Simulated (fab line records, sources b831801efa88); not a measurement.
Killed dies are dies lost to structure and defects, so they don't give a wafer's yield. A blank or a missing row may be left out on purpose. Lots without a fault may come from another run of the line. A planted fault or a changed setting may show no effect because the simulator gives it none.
fab line records | flow sky130
record lots=5 wafers=15 last_day=48
route steps=708 shown CONTACT@419 METAL1@434
lots that met no fault: from a run of the same line without faults
start_h: hours from the record's first day to the start of the lot's first wafer shown | wait_h: hours since the lot's step before | " the same as in the row above | L1.1+2: a row that stands for several wafers | - no value, or no start given | * or withheld: withheld | < > ~ a bound
route shown NAME@n: a module of which the file shows steps, and the number in the route of the first | usual: mean/standard deviation of fault-free wafers | same: alike in all rows | chamber/n: place in a boat | sites: the reading at each site | _std_site: their standard deviation | _edge_site: outer sites' mean less inner sites' | radius_mm: how far each site lies from the wafer's centre | mask NAME#n: copy n | behind: the tool/chamber that last shaped the wafer | hold: why the lot was held/for how many hours/how that ended | device: the transistor (n, p or np) that didn't switch | end of line: the same wafers' tests at the end of the route | a step without rows: its recipe alone | killed: dies lost to structure and defects at the first sort, not the wafer's yield | map: a wafer's dies, x killed, . not, _ none there
set.NAME: the setting as run; set.NAME@STEP: as run at that earlier step | model.NAME: the simulator's own value behind a step, which no gauge read
lots at some steps of the route; a table a step, a row a wafer
services: from which hour (start_h, from the record's first day; less than 0 if before it) a tool's chamber was out of use, for how many hours, and why
## steps
# step SKY_CONTACT_DEVELOP_13
# recipe develop_time_s=60 resist=KrF-thick dev_temp_c=21
# usual chill_plate_temp_C=23.01/0.11 developer_temp_C=21.01/0.097
# columns lot.wafer tool chamber start_h wait_h chill_plate_temp_C developer_temp_C
L075.1 litho_track-03 0 - - 23.01 21.11
L075.4 " 0 " " 23.10 21.15
L075.5 " 0 " " 22.80 21.03
L079.2 litho_track-02 0 - - 22.76 21.12
L079.3 " 0 " " 23.00 21.03
L079.5 " 0 " " 22.94 21.01
L085.2 litho_track-03 0 - - 23.10 20.97
L085.3 " 0 " " 23.18 21.04
L085.4 " 0 " " 23.01 21.08
L087.1 litho_track-02 0 - - 23.12 20.88
L087.5 " 0 " " 22.92 20.87
L087.6 " 0 " " 22.97 20.93
L089.1 litho_track-02 0 - - 22.87 20.98
L089.2 " 0 " " 22.96 21.16
L089.6 " 0 " " 22.92 20.96
# step SKY_CONTACT_CD_MEAS_14
# recipe target_cd_nm=170
# usual cd_nm=170.1/1.4
# columns lot.wafer tool chamber start_h wait_h cd_nm
L075.1 cd_sem-02 - 752.72 - 170.9
L075.4 " - " " 172.6
L075.5 " - " " 172.8
L079.2 cd_sem-01 - 787.43 - 171.2
L079.3 " - " " 172.2
L079.5 " - " " 170.8
L085.2 cd_sem-01 - 827.24 - 168.8
L085.3 " - " " 167.1
L085.4 " - " " 168.3
L087.1 cd_sem-02 - 830.37 - 170.0
L087.5 " - " " 169.4
L087.6 " - " " 169.2
L089.1 cd_sem-02 - 845.21 - 172.4
L089.2 " - " " 169.9
L089.6 " - " " 170.8
# step SKY_CONTACT_OVL_MEAS_15
# usual CONTACT_OVL=3/4.9
# columns lot.wafer tool chamber start_h wait_h CONTACT_OVL[nm]
L075.1 overlay-02 - 752.84 0.1 7
L075.4 " - " " 2
L075.5 " - " " 3
L079.2 overlay-02 - 787.54 0.1 10
L079.3 " - " " 0
L079.5 " - " " -2
L085.2 overlay-01 - 827.34 0.1 4
L085.3 " - " " 7
L085.4 " - " " -1
L087.1 overlay-02 - 830.49 0.1 3
L087.5 " - " " 3
L087.6 " - " " -4
L089.1 overlay-01 - 845.33 0.1 0
L089.2 " - " " 11
L089.6 " - " " 4
# step SKY_CONTACT_ETCH_16
# recipe chemistry=N2/H2 target=BARC ion_energy_ev=200 source_w=500 bias_w=100 pressure_mtorr=30 n2_flow_sccm=100 h2_flow_sccm=200 stop_on=SiO2 time_s=45.9 target_depth_a=600
# usual drypump_motor_current_A=6.1/0.4 h2_flow_sccm=199.9/0.61 oes_product_au=0.855/0.0048 throttle_valve_pct=13.223/0.0092
# columns lot.wafer tool chamber start_h wait_h drypump_motor_current_A h2_flow_sccm oes_product_au rf_hours_counter_h throttle_valve_pct
L075.1 rie_diel-03 0 752.87 0.0 6.6 200.8 0.855 8 13.229
L075.4 " 1 " " 6.2 199.6 0.847 11 13.240
L075.5 " 1 " " 6.3 199.9 0.857 - 13.221
L079.2 rie_diel-03 0 787.57 0.0 6.6 201.4 0.857 9 13.222
L079.3 " 3 " " 6.1 200.0 0.856 19 13.207
L079.5 " 0 " " 6.7 200.3 0.857 - 13.207
L085.2 rie_diel-01 1 827.37 0.0 6.2 200.7 0.853 22 13.226
L085.3 " 0 " " 6.2 199.5 0.852 20 13.213
L085.4 " 3 " " 6.0 200.1 0.851 11 13.232
L087.1 rie_diel-01 2 830.53 0.0 5.3 199.8 0.860 13 13.210
L087.5 " 1 " " 6.1 201.4 0.852 - 13.221
L087.6 " 0 " " 6.2 200.6 0.857 - 13.221
L089.1 rie_diel-03 0 845.37 0.0 6.6 198.5 0.859 11 13.221
L089.2 " 3 " " 6.1 199.6 0.858 21 13.219
L089.6 " 1 " " 6.3 199.7 0.861 - 13.230
# step SKY_CONTACT_ETCH_17
# recipe target=SiO2 chemistry=C4F8/O2/Ar stop_on=Si3N4 mask_material=KrF-thick source_w=1500 bias_w=1200 pressure_mtorr=40 c4f8_flow_sccm=withheld O2_flow_sccm=6 Ar_flow_sccm=300 time_s=withheld target_depth_a=3400
# usual oes_product_au=0.892/0.0048
# columns lot.wafer tool chamber start_h wait_h oes_product_au
L075.1 rie_diel-03 0 752.92 0.0 0.893
L075.4 " 1 " " 0.904
L075.5 " 1 " " 0.899
L079.2 rie_diel-03 0 787.61 0.0 0.893
L079.3 " 3 " " 0.895
L079.5 " 0 " " 0.894
L085.2 rie_diel-01 1 827.42 0.0 0.892
L085.3 " 0 " " 0.897
L085.4 " 3 " " 0.896
L087.1 rie_diel-01 2 830.57 0.0 0.893
L087.5 " 1 " " 0.892
L087.6 " 0 " " 0.898
L089.1 rie_diel-03 0 845.41 0.0 0.889
L089.2 " 3 " " 0.893
L089.6 " 1 " " 0.891
# step SKY_CONTACT_ETCH_18
# recipe target=Si3N4 chemistry=CHF3/O2 stop_on=TiN source_w=600 bias_w=200 pressure_mtorr=40 chf3_flow_sccm=50 O2_flow_sccm=5 time_s=39 target_depth_a=750
# usual drypump_motor_current_A=6.0/0.4 oes_product_au=0.856/0.0077 throttle_valve_pct=8.795/0.01
# columns lot.wafer tool chamber start_h wait_h drypump_motor_current_A oes_product_au rf_hours_counter_h throttle_valve_pct
L075.1 rie_diel-03 0 - - 6.6 0.840 8 8.784
L075.4 " 1 " " 6.2 0.856 11 8.802
L075.5 " 1 " " 6.3 0.856 - 8.791
L079.2 rie_diel-03 0 - - 6.6 0.847 9 8.785
L079.3 " 3 " " 6.1 0.854 19 8.813
L079.5 " 0 " " 6.6 0.844 - 8.801
L085.2 rie_diel-01 1 - - 6.1 0.869 22 8.796
L085.3 " 0 " " 6.2 0.855 20 8.809
L085.4 " 3 " " 6.0 0.868 11 8.791
L087.1 rie_diel-01 2 - - 5.3 0.849 13 8.785
L087.5 " 1 " " 6.1 0.851 - 8.794
L087.6 " 0 " " 6.2 0.857 - 8.790
L089.1 rie_diel-03 0 - - 6.6 0.853 11 8.801
L089.2 " 3 " " 6.1 0.843 21 8.775
L089.6 " 1 " " 6.3 0.869 - 8.802
# step SKY_CONTACT_STRIP_19
# recipe chemistry=O2/N2 power_w=1400 pressure_mtorr=1500 platen_temp_c=withheld o2_flow_sccm=3000 n2_flow_sccm=300 overash_fraction=0.5
# usual drypump_motor_current_A=5.60/0.25 oes_product_au=0.381/0.0047 strip_time_to_endpoint_s=3.63/0.034
# columns lot.wafer tool chamber start_h wait_h drypump_motor_current_A oes_product_au rf_hours_counter_h strip_time_to_endpoint_s
L075.1 plasma_asher-01 1 753.01 - 5.73 0.380 56 3.64
L075.4 " 1 " " 5.72 0.375 - 3.60
L075.5 " 0 " " 5.55 0.382 - 3.60
L079.2 plasma_asher-04 0 787.70 - 5.41 0.383 4 3.65
L079.3 " 0 " " 5.39 0.383 - 3.65
L079.5 " 0 " " 5.40 0.374 - 3.61
L085.2 plasma_asher-03 0 827.51 - 5.14 0.382 107 3.62
L085.3 " 1 " " 5.86 0.370 - 3.63
L085.4 " 0 " " 5.14 0.380 - 3.56
L087.1 plasma_asher-01 1 830.66 - 5.72 0.381 64 3.64
L087.5 " 0 " " 5.57 0.378 - 3.64
L087.6 " 1 " " 5.72 0.384 - 3.61
L089.1 plasma_asher-04 1 845.50 - 5.90 0.381 9 3.60
L089.2 " 0 " " 5.41 0.385 9 3.67
L089.6 " 1 " " 5.91 0.375 - 3.61
# step SKY_CONTACT_STRIP_20
# recipe chemistry=post_etch_residue_remover time_s=1200 temp_c=72.5
# usual temp_c=72.51/0.12
# columns lot.wafer tool chamber start_h wait_h temp_c
L075.1 wet_bench-04 3 753.11 0.1 72.42
L075.4 " 3 " " 72.65
L075.5 " 3 " " 72.47
L079.2 wet_bench-04 1 787.80 0.1 72.33
L079.3 " 1 " " 72.42
L079.5 " 1 " " 72.41
L085.2 wet_bench-01 2 827.61 0.1 72.64
L085.3 " 2 " " 72.50
L085.4 " 2 " " 72.60
L087.1 wet_bench-02 2 830.80 0.1 72.48
L087.5 " 2 " " 72.43
L087.6 " 2 " " 72.39
L089.1 wet_bench-02 0 845.60 0.1 72.50
L089.2 " 0 " " 72.45
L089.6 " 0 " " 72.55
# step SKY_CONTACT_CLEAN_21
# recipe chemistry=IPA time_s=180 temp_c=25
# usual temp_c=25.01/0.11
# columns lot.wafer tool chamber start_h wait_h temp_c
L075.1 wet_bench-02 0 753.45 0.0 24.93
L075.4 " 0 " " 25.13
L075.5 " 0 " " 25.01
L079.2 wet_bench-04 2 788.14 0.0 24.97
L079.3 " 2 " " 24.93
L079.5 " 2 " " 24.88
L085.2 wet_bench-04 1 828.01 0.0 24.95
L085.3 " 1 " " 24.80
L085.4 " 1 " " 25.10
L087.1 wet_bench-04 0 831.17 0.0 24.99
L087.5 " 0 " " 24.92
L087.6 " 0 " " 24.82
L089.1 wet_bench-04 3 845.94 0.0 25.18
L089.2 " 3 " " 25.04
L089.6 " 3 " " 25.08
# step SKY_CONTACT_CLEAN_22
# recipe chemistry=O3/DIW dry=n2_spin
# columns lot.wafer tool chamber start_h wait_h
L075.1+4+5 wet_bench-01 0 753.51 0.0
L079.2+3+5 wet_bench-02 1 788.20 0.0
L085.2+3+4 wet_bench-02 0 828.08 0.0
L087.1+5+6 wet_bench-01 3 831.23 0.0
L089.1+2+6 wet_bench-02 3 846.00 0.0
# step SKY_CONTACT_SPUTTER_23
# recipe material=TiN target_thk_nm=20 chamber_pressure_pa=5 power_w=4000 time_s=80
# usual throttle_valve_pct=30.3/1.5
# columns lot.wafer tool chamber start_h wait_h throttle_valve_pct
L075.1 pvd_sputter-02 - 753.61 0.0 29.9
L075.4 " - " " 32.1
L075.5 " - " " 31.9
L079.2 pvd_sputter-04 - 788.31 0.0 30.8
L079.3 " - " " 29.8
L079.5 " - " " 29.6
L085.2 pvd_sputter-02 - 828.17 0.0 30.6
L085.3 " - " " 33.4
L085.4 " - " " 29.5
L087.1 pvd_sputter-03 - 831.35 0.0 30.3
L087.5 " - " " 28.1
L087.6 " - " " 30.1
L089.1 pvd_sputter-02 - 846.09 0.0 32.6
L089.2 " - " " 32.0
L089.6 " - " " 30.4
# step SKY_CONTACT_CVD_24
# recipe material=W target_thk_nm=340 time_s=102.12 temp_c=400 pressure_torr=40
# usual heater_power_w=851/43
# columns lot.wafer tool chamber start_h wait_h heater_power_w
L075.1 cvd_w-01 1 753.67 0.0 770
L075.4 " 0 " " 869
L075.5 " 0 " " 862
L079.2 cvd_w-01 0 788.37 0.0 852
L079.3 " 1 " " 783
L079.5 " 1 " " 772
L085.2 cvd_w-02 1 828.23 0.0 876
L085.3 " 0 " " 891
L085.4 " 1 " " 861
L087.1 cvd_w-02 0 831.41 0.0 892
L087.5 " 1 " " 849
L087.6 " 0 " " 901
L089.1 cvd_w-01 1 846.15 0.0 795
L089.2 " 0 " " 874
L089.6 " 1 " " 795
# step SKY_CONTACT_RS_MEAS_25
# recipe thk_meas_gauge=four-point-probe reads=W_of_CONTACT_CVD_24+TiN_of_CONTACT_SPUTTER_23
# usual CONTACT_W_RS=0.338/0.0051
# columns lot.wafer tool chamber start_h wait_h CONTACT_W_RS[ohm/sq]
L075.1 film_metro-02 - 753.78 0.1 0.331
L075.4 " - " " 0.337
L075.5 " - " " 0.339
L079.2 film_metro-02 - 788.50 0.1 0.339
L079.3 " - " " 0.326
L079.5 " - " " 0.332
L085.2 film_metro-01 - 828.36 0.1 0.341
L085.3 " - " " 0.345
L085.4 " - " " 0.338
L087.1 film_metro-03 - 831.52 0.1 0.339
L087.5 " - " " 0.343
L087.6 " - " " 0.341
L089.1 film_metro-02 - 846.26 0.1 0.334
L089.2 " - " " 0.346
L089.6 " - " " 0.338
# step SKY_CONTACT_THK_MEAS_26
# recipe thk_meas_gauge=xrf reads=W_of_CONTACT_CVD_24
# usual CONTACT_W_THK=349/6.6
# columns lot.wafer tool chamber start_h wait_h CONTACT_W_THK[nm]
L075.1 film_metro-02 - 753.90 0.1 359
L075.4 " - " " 351
L075.5 " - " " 347
L079.2 film_metro-02 - 788.61 0.1 349
L079.3 " - " " 362
L079.5 " - " " 358
L085.2 film_metro-01 - 828.47 0.1 346
L085.3 " - " " 339
L085.4 " - " " 348
L087.1 film_metro-03 - 831.64 0.1 342
L087.5 " - " " 339
L087.6 " - " " 342
L089.1 film_metro-02 - 846.38 0.1 358
L089.2 " - " " 343
L089.6 " - " " 351
# step SKY_CONTACT_CMP_27
# recipe stop_on=SiO2 t_overpolish_s=15 down_force_psi=3.5 platen_rpm=60 target_thk_nm=0 pad_velocity_m_s=0.94248
# usual head_pressure_psi=3.501/0.0081 motor_current_A=10.9/1.1 overpolish_run_s=14.999/0.0088 retaining_ring_pressure_frac=1.000/0.0056 time_to_endpoint_s=82/4.6
# same t_overpolish_s=15
# columns lot.wafer tool chamber start_h wait_h head_pressure_psi motor_current_A overpolish_run_s retaining_ring_pressure_frac time_to_endpoint_s
L075.1 cmp-02 1 753.96 0.1 3.500 10.7 14.997 0.991 82
L075.4 " 0 " " 3.495 10.6 14.998 1.003 89
L075.5 " 1 " " 3.502 10.7 15.013 1.001 77
L079.2 cmp-01 1 788.76 0.1 3.480 10.4 15.007 0.996 86
L079.3 " 2 " " 3.510 9.8 14.995 1.005 84
L079.5 " 0 " " 3.498 9.2 14.990 0.996 81
L085.4 cmp-02 1 828.52 0.0 3.493 10.7 15.001 0.988 76
L085.3 " 3 " " 3.492 12.1 14.991 0.995 79
L085.2 " 0 " " 3.501 10.9 14.996 1.009 86
L087.1 cmp-02 3 831.78 0.1 3.498 13.0 14.988 1.002 78
L087.6 " 2 " " 3.515 13.1 14.992 1.005 76
L087.5 " 3 " " 3.491 12.4 15.009 1.004 80
L089.2 cmp-01 3 846.44 0.0 3.494 10.3 15.010 0.999 77
L089.1 " 0 " " 3.506 8.8 14.996 1.001 84
L089.6 " 3 " " 3.499 10.5 15.003 0.993 79
# step SKY_METAL1_SPUTTER_00
# recipe material=Ti target_thk_nm=15 power_w=3000 time_s=10 chamber_pressure_pa=0.4
# usual throttle_valve_pct=30.0/1.1
# columns lot.wafer tool chamber start_h wait_h throttle_valve_pct
L075.1 pvd_sputter-03 - 754.26 0.2 29.2
L075.4 " - " " 28.0
L075.5 " - " " 28.0
L079.2 pvd_sputter-03 - 788.96 0.1 29.1
L079.3 " - " " 30.5
L079.5 " - " " 29.3
L085.2 pvd_sputter-01 - 828.82 0.1 29.7
L085.3 " - " " 29.6
L085.4 " - " " 29.4
L087.1 pvd_sputter-01 - 832.03 0.2 29.4
L087.5 " - " " 29.6
L087.6 " - " " 29.5
L089.1 pvd_sputter-01 - 846.74 0.2 29.5
L089.2 " - " " 29.7
L089.6 " - " " 30.5
# step SKY_METAL1_SPUTTER_01
# recipe material=TiN target_thk_nm=20 power_w=6500 time_s=16.7 chamber_pressure_pa=0.4
# usual throttle_valve_pct=30.0/1.1
# columns lot.wafer tool chamber start_h wait_h throttle_valve_pct
L075.1 pvd_sputter-03 - 754.28 0.0 29.0
L075.4 " - " " 28.2
L075.5 " - " " 28.3
L079.2 pvd_sputter-03 - 788.98 0.0 29.3
L079.3 " - " " 30.2
L079.5 " - " " 29.4
L085.2 pvd_sputter-01 - 828.84 0.0 29.9
L085.3 " - " " 29.5
L085.4 " - " " 29.3
L087.1 pvd_sputter-01 - 832.06 0.0 29.4
L087.5 " - " " 29.3
L087.6 " - " " 30.0
L089.1 pvd_sputter-01 - 846.76 0.0 29.4
L089.2 " - " " 29.5
L089.6 " - " " 30.3
# step SKY_METAL1_SPUTTER_02
# recipe material=AlCu target_thk_nm=250 power_w=10600 time_s=13.3 chamber_pressure_pa=0.4
# usual throttle_valve_pct=29.9/1.1
# columns lot.wafer tool chamber start_h wait_h throttle_valve_pct
L075.1 pvd_sputter-03 - 754.31 0.0 29.4
L075.4 " - " " 28.1
L075.5 " - " " 28.4
L079.2 pvd_sputter-03 - 789.01 0.0 29.2
L079.3 " - " " 30.4
L079.5 " - " " 29.2
L085.2 pvd_sputter-01 - 828.87 0.0 30.0
L085.3 " - " " 29.3
L085.4 " - " " 29.7
L087.1 pvd_sputter-01 - 832.09 0.0 29.2
L087.5 " - " " 29.6
L087.6 " - " " 29.9
L089.1 pvd_sputter-01 - 846.79 0.0 29.3
L089.2 " - " " 29.3
L089.6 " - " " 30.4
# step SKY_METAL1_SPUTTER_03
# recipe material=Ti target_thk_nm=5 power_w=3000 time_s=3.3 chamber_pressure_pa=0.4
# usual throttle_valve_pct=29.9/1.1
# columns lot.wafer tool chamber start_h wait_h throttle_valve_pct
L075.1 pvd_sputter-03 - 754.33 0.0 29.4
L075.4 " - " " 28.1
L075.5 " - " " 28.0
L079.2 pvd_sputter-03 - 789.03 0.0 29.1
L079.3 " - " " 30.2
L079.5 " - " " 29.3
L085.2 pvd_sputter-01 - 828.90 0.0 29.8
L085.3 " - " " 29.6
L085.4 " - " " 29.4
L087.1 pvd_sputter-01 - 832.11 0.0 29.1
L087.5 " - " " 29.6
L087.6 " - " " 29.4
L089.1 pvd_sputter-01 - 846.81 0.0 29.3
L089.2 " - " " 29.3
L089.6 " - " " 30.0
# step SKY_METAL1_SPUTTER_04
# recipe material=TiN target_thk_nm=70 power_w=6500 time_s=58.3 chamber_pressure_pa=0.4
# usual throttle_valve_pct=30.0/1.1
# columns lot.wafer tool chamber start_h wait_h throttle_valve_pct
L075.1 pvd_sputter-03 - 754.35 0.0 29.5
L075.4 " - " " 28.2
L075.5 " - " " 28.3
L079.2 pvd_sputter-03 - 789.05 0.0 29.3
L079.3 " - " " 30.1
L079.5 " - " " 29.2
L085.2 pvd_sputter-01 - 828.92 0.0 29.6
L085.3 " - " " 29.8
L085.4 " - " " 29.4
L087.1 pvd_sputter-01 - 832.14 0.0 29.5
L087.5 " - " " 29.5
L087.6 " - " " 30.2
L089.1 pvd_sputter-01 - 846.83 0.0 29.5
L089.2 " - " " 29.5
L089.6 " - " " 30.3
# step SKY_METAL1_RS_MEAS_05
# recipe thk_meas_gauge=four-point-probe reads=TiN_of_METAL1_SPUTTER_04+Ti_of_METAL1_SPUTTER_03+AlCu_of_METAL1_SPUTTER_02+TiN_of_METAL1_SPUTTER_01+Ti_of_METAL1_SPUTTER_00
# usual METAL1_ALCU_RS=0.1268/0.0013
# columns lot.wafer tool chamber start_h wait_h METAL1_ALCU_RS[ohm/sq]
L075.1 film_metro-04 - 754.40 0.0 0.1248
L075.4 " - " " 0.1261
L075.5 " - " " 0.1271
L079.2 film_metro-03 - 789.12 0.0 0.1259
L079.3 " - " " 0.1272
L079.5 " - " " 0.1272
L085.2 film_metro-01 - 829.00 0.0 0.1240
L085.3 " - " " 0.1236
L085.4 " - " " 0.1259
L087.1 film_metro-03 - 832.19 0.0 0.1279
L087.5 " - " " 0.1265
L087.6 " - " " 0.1266
L089.1 film_metro-04 - 846.88 0.0 0.1277
L089.2 " - " " 0.1293
L089.6 " - " " 0.1269
# step SKY_METAL1_THK_MEAS_06
# recipe thk_meas_gauge=xrf reads=AlCu_of_METAL1_SPUTTER_02
# usual METAL1_ALCU_THK=246.5/2.9
# columns lot.wafer tool chamber start_h wait_h METAL1_ALCU_THK[nm]
L075.1 film_metro-04 - 754.52 0.1 252.8
L075.4 " - " " 249.0
L075.5 " - " " 246.8
L079.2 film_metro-03 - 789.23 0.1 246.7
L079.3 " - " " 247.2
L079.5 " - " " 245.8
L085.2 film_metro-01 - 829.11 0.1 251.1
L085.3 " - " " 254.2
L085.4 " - " " 245.5
L087.1 film_metro-03 - 832.31 0.1 243.7
L087.5 " - " " 248.8
L087.6 " - " " 246.8
L089.1 film_metro-04 - 847.00 0.1 246.4
L089.2 " - " " 240.5
L089.6 " - " " 245.9
# step SKY_METAL1_DEHYDRATE_07
# recipe temp_c=200 time_s=60
# usual chill_plate_temp_C=22.98/0.1
# columns lot.wafer tool chamber start_h wait_h chill_plate_temp_C
L075.1 litho_track-02 0 767.46 12.9 23.02
L075.4 " 0 " " 23.10
L075.5 " 0 " " 23.08
L079.2 litho_track-03 0 801.34 12.1 22.95
L079.3 " 0 " " 22.98
L079.5 " 0 " " 22.94
L085.2 litho_track-04 0 841.86 12.7 23.08
L085.3 " 0 " " 23.01
L085.4 " 0 " " 22.92
L087.1 litho_track-04 0 844.53 12.2 22.86
L087.5 " 0 " " 23.16
L087.6 " 0 " " 22.95
L089.1 litho_track-02 0 859.01 12.0 23.07
L089.2 " 0 " " 22.99
L089.6 " 0 " " 22.93
# step SKY_METAL1_HMDS_08
# recipe prime_time_s=60 prime_temp_c=120
# usual chill_plate_temp_C=23.01/0.12
# columns lot.wafer tool chamber start_h wait_h chill_plate_temp_C
L075.1 litho_track-02 0 767.61 0.1 22.96
L075.4 " 0 " " 23.15
L075.5 " 0 " " 23.03
L079.2 litho_track-03 0 801.49 0.1 23.08
L079.3 " 0 " " 22.86
L079.5 " 0 " " 22.98
L085.2 litho_track-04 0 842.01 0.1 22.94
L085.3 " 0 " " 22.97
L085.4 " 0 " " 22.93
L087.1 litho_track-04 0 844.68 0.1 22.92
L087.5 " 0 " " 23.03
L087.6 " 0 " " 22.94
L089.1 litho_track-02 0 859.16 0.1 23.11
L089.2 " 0 " " 23.11
L089.6 " 0 " " 23.10
# step SKY_METAL1_COAT_09
# recipe resist=BARC temp_c=withheld time_s=withheld spin_rpm=3000 resist_thk_nm=60
# usual chill_plate_temp_C=*
# columns lot.wafer tool chamber start_h wait_h chill_plate_temp_C
L075.1 litho_track-02 0 767.76 0.1 *
L075.4 " 0 " " *
L075.5 " 0 " " *
L079.2 litho_track-03 0 801.64 0.1 *
L079.3 " 0 " " *
L079.5 " 0 " " *
L085.2 litho_track-04 0 842.16 0.1 *
L085.3 " 0 " " *
L085.4 " 0 " " *
L087.1 litho_track-04 0 844.83 0.1 *
L087.5 " 0 " " *
L087.6 " 0 " " *
L089.1 litho_track-02 0 859.31 0.1 *
L089.2 " 0 " " *
L089.6 " 0 " " *
# step SKY_METAL1_COAT_10
# recipe resist=KrF-thick spin_rpm=3000 resist_thk_nm=450
# usual chill_plate_temp_C=23.01/0.088
# columns lot.wafer tool chamber start_h wait_h chill_plate_temp_C
L075.1 litho_track-02 0 - - 23.03
L075.4 " 0 " " 23.11
L075.5 " 0 " " 23.11
L079.2 litho_track-03 0 - - 23.06
L079.3 " 0 " " 23.02
L079.5 " 0 " " 22.95
L085.2 litho_track-04 0 - - 23.03
L085.3 " 0 " " 22.96
L085.4 " 0 " " 22.96
L087.1 litho_track-04 0 - - 23.01
L087.5 " 0 " " 23.00
L087.6 " 0 " " 22.92
L089.1 litho_track-02 0 - - 23.06
L089.2 " 0 " " 23.15
L089.6 " 0 " " 22.90
# step SKY_METAL1_SOFTBAKE_11
# recipe temp_c=100 time_s=90 resist=KrF-thick
# usual chill_plate_temp_C=22.96/0.093
# columns lot.wafer tool chamber start_h wait_h chill_plate_temp_C
L075.1 litho_track-02 0 - - 22.85
L075.4 " 0 " " 23.00
L075.5 " 0 " " 22.94
L079.2 litho_track-03 0 - - 22.96
L079.3 " 0 " " 23.14
L079.5 " 0 " " 22.92
L085.2 litho_track-04 0 - - 22.90
L085.3 " 0 " " 23.05
L085.4 " 0 " " 23.00
L087.1 litho_track-04 0 - - 22.94
L087.5 " 0 " " 22.97
L087.6 " 0 " " 23.04
L089.1 litho_track-02 0 - - 23.03
L089.2 " 0 " " 22.98
L089.6 " 0 " " 22.82
# step SKY_METAL1_EXPOSE_12
# recipe mask_id=MM1 na=0.8 source_shape=annular sigma_inner=0.55 sigma_outer=0.85 target_cd_nm=140 dose_mj=28
# usual focus_offset_nm=0.0/0.54 stage_vel_mm_s=500.05/0.22
# columns lot.wafer tool chamber start_h wait_h mask focus_offset_nm stage_vel_mm_s
L075.1 krf_scanner-02 0 - - MM1#0 -0.5 500.28
L075.4 " 0 " " MM1#0 -0.4 500.06
L075.5 " 0 " " MM1#0 0.2 500.30
L079.2 krf_scanner-02 0 - - MM1#0 -0.1 500.25
L079.3 " 0 " " MM1#0 -0.2 499.98
L079.5 " 0 " " MM1#0 0.5 500.27
L085.2 krf_scanner-01 0 - - MM1#0 -1.0 499.99
L085.3 " 0 " " MM1#0 -1.2 500.08
L085.4 " 0 " " MM1#0 -0.8 500.12
L087.1 krf_scanner-01 0 - - MM1#0 -0.5 500.15
L087.5 " 0 " " MM1#0 0.1 500.09
L087.6 " 0 " " MM1#0 0.0 500.15
L089.1 krf_scanner-02 0 - - MM1#0 0.3 499.74
L089.2 " 0 " " MM1#0 0.1 499.97
L089.6 " 0 " " MM1#0 0.3 499.54
# step SKY_METAL1_PEB_13
# recipe peb_temp_c=withheld peb_time_s=withheld resist=KrF-thick
# usual chill_plate_temp_C=*
# columns lot.wafer tool chamber start_h wait_h chill_plate_temp_C
L075.1 litho_track-03 0 - - *
L075.4 " 0 " " *
L075.5 " 0 " " *
L079.2 litho_track-03 0 - - *
L079.3 " 0 " " *
L079.5 " 0 " " *
L085.2 litho_track-03 0 - - *
L085.3 " 0 " " *
L085.4 " 0 " " *
L087.1 litho_track-02 0 - - *
L087.5 " 0 " " *
L087.6 " 0 " " *
L089.1 litho_track-02 0 - - *
L089.2 " 0 " " *
L089.6 " 0 " " *
# step SKY_METAL1_DEVELOP_14
# recipe develop_time_s=60 resist=KrF-thick dev_temp_c=21
# usual chill_plate_temp_C=23.00/0.1 developer_temp_C=20.99/0.11
# columns lot.wafer tool chamber start_h wait_h chill_plate_temp_C developer_temp_C
L075.1 litho_track-03 0 - - 23.02 20.81
L075.4 " 0 " " 22.95 21.08
L075.5 " 0 " " 23.11 20.96
L079.2 litho_track-03 0 - - 23.09 21.06
L079.3 " 0 " " 23.03 20.90
L079.5 " 0 " " 23.19 20.94
L085.2 litho_track-03 0 - - 22.93 21.06
L085.3 " 0 " " 23.16 20.81
L085.4 " 0 " " 23.13 21.00
L087.1 litho_track-02 0 - - 23.10 21.00
L087.5 " 0 " " 22.82 21.00
L087.6 " 0 " " 23.08 20.80
L089.1 litho_track-02 0 - - 22.88 21.18
L089.2 " 0 " " 22.86 21.20
L089.6 " 0 " " 22.70 21.07
# step SKY_METAL1_CD_MEAS_15
# recipe target_cd_nm=140
# usual cd_nm=139.9/1.3
# columns lot.wafer tool chamber start_h wait_h cd_nm
L075.1 cd_sem-02 - 782.27 - 139.6
L075.4 " - " " 140.0
L075.5 " - " " 138.5
L079.2 cd_sem-02 - 815.34 - 140.5
L079.3 " - " " 140.9
L079.5 " - " " 139.3
L085.2 cd_sem-02 - 855.04 - 139.4
L085.3 " - " " 138.5
L085.4 " - " " 139.9
L087.1 cd_sem-01 - 857.16 - 141.0
L087.5 " - " " 140.5
L087.6 " - " " 140.8
L089.1 cd_sem-01 - 872.96 - 141.4
L089.2 " - " " 139.3
L089.6 " - " " 142.1
# step SKY_METAL1_OVL_MEAS_16
# usual METAL1_OVL=7/5.2
# columns lot.wafer tool chamber start_h wait_h METAL1_OVL[nm]
L075.1 overlay-02 - 782.39 0.1 -2
L075.4 " - " " 9
L075.5 " - " " 10
L079.2 overlay-02 - 815.44 0.1 5
L079.3 " - " " 8
L079.5 " - " " 5
L085.2 overlay-01 - 855.14 0.1 -1
L085.3 " - " " 13
L085.4 " - " " 2
L087.1 overlay-01 - 857.28 0.1 13
L087.5 " - " " 11
L087.6 " - " " 9
L089.1 overlay-01 - 873.08 0.1 9
L089.2 " - " " 9
L089.6 " - " " 8
## services
# columns tool chamber start_h hours kind
krf_scanner-01 - 728.73 4.4 pm
plasma_asher-04 - 733.75 9.0 pm
krf_scanner-02 - 737.12 0.8 pm
cmp-02 - 741.82 1.8 repair
cvd_w-02 - 743.51 6.0 pm
cmp-02 - 758.89 4.4 pm
rie_diel-01 3 773.08 4.9 repair
krf_scanner-02 - 783.08 3.6 pm
wet_bench-01 - 785.94 38.8 repair
rie_diel-03 2 789.80 3.1 repair
pvd_sputter-02 - 796.10 2.3 repair
cmp-02 - 797.44 2.2 repair
rie_diel-01 1 798.09 1.6 repair
cmp-02 - 800.26 9.4 pm
pvd_sputter-01 - 802.79 0.7 repair
krf_scanner-02 - 806.76 1.3 pm
krf_scanner-02 - 808.06 1.0 pm
rie_diel-01 1 821.56 3.4 repair
rie_diel-01 - 838.49 2.8 pm
rie_diel-01 - 841.29 0.9 repair
cmp-02 - 860.20 5.3 repair
pvd_sputter-03 - 865.21 0.6 repair
rie_diel-01 0 867.30 57.4 repair
krf_scanner-02 - 869.63 0.3 repair
## key
fault none
